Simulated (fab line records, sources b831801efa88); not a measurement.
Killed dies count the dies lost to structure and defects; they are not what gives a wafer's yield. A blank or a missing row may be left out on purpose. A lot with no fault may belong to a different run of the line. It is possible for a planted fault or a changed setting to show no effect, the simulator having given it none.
2 desks looking at one fault | flow sky130 | every desk sees just its own numbers, and what lay behind them comes last

== AT THE METROLOGY DESK ==
Means of the sampled wafers that have a number, per lot and without regard to the tool the lot ran on: this is what the gauges read. Any lot whose mean is over 4 standard deviations away from the usual mean is out of limits and marked OUT; that distance is given in the brackets.
Columns: A = METAL4_OVL at SKY_METAL4_OVL_MEAS_14, usual -2 nm; B = VIA4_W_RS at SKY_VIA4_RS_MEAS_19, usual 0.2270 ohm/sq; C = VIA4_W_THK at SKY_VIA4_THK_MEAS_20, usual 524 nm
lot  | first seen here | A  | B                | C
L249 | day 42 09:58    | -8 | 0.2251           | 531
L251 | day 42 14:31    | -8 | 0.2258           | 529
L259 | day 45 10:10    | -1 | 0.2242           | 537
L260 | day 45 15:35    | -1 | 0.4149 (+75) OUT | 338 (-22) OUT
L262 | day 45 21:41    | 7  | 0.4271 (+80) OUT | 326 (-24) OUT
L265 | day 46 16:50    | -4 | 0.2290           | 512
L267 | day 47 00:40    | -2 | 0.2280           | 528
L268 | day 47 07:08    | -1 | 0.2277           | 524
L269 | day 47 15:57    | -2 | 0.2270           | 525
L270 | day 47 18:57    | -2 | 0.2307           | 510
This desk's finding: out of limits on L260, L262; first on L260, day 46 16:24 (VIA4_W_RS at SKY_VIA4_RS_MEAS_19). In limits: L249, L251, L259, L265, L267, L268, L269, L270.

== AT THE TOOL OWNER'S DESK: cvd_w-02 ==
The tool's own readings at SKY_VIA4_CVD_18 (deposits W, target thk 505 nm, time 152.14 s): means of the sampled wafers that have a number, for each lot that ran on this tool. Any lot whose mean is over 4 standard deviations away from the usual mean is out of limits and marked OUT; that distance is given in the brackets.
Columns: A = heater_power_w at SKY_VIA4_CVD_18, usual 793 W
lot  | first seen here | A
L249 | day 43 11:04    | 780
L251 | day 43 15:34    | 788
L260 | day 46 16:16    | 749
L262 | day 46 21:19    | 740
Finding of this desk: none of the 4 lots has anything out of limits.

== ALL TOGETHER ==
L260, L262 would have let the metrology desk raise an alarm at day 46 16:24.
The desk of the tool owner found nothing out of limits.
Tool owner's desk: L260, L262 on record, inside its limits.
The lots listed all ran SKY_VIA4_CVD_18 on cvd_w-02.

== WHAT HAD BEEN PUT IN BY THE SIMULATOR ==
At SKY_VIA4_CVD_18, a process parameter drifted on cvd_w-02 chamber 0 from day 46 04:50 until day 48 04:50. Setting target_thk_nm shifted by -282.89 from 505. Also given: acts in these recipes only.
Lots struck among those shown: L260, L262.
Delay in hours, fault start to first out-of-limits reading, per desk: metrology desk 12.
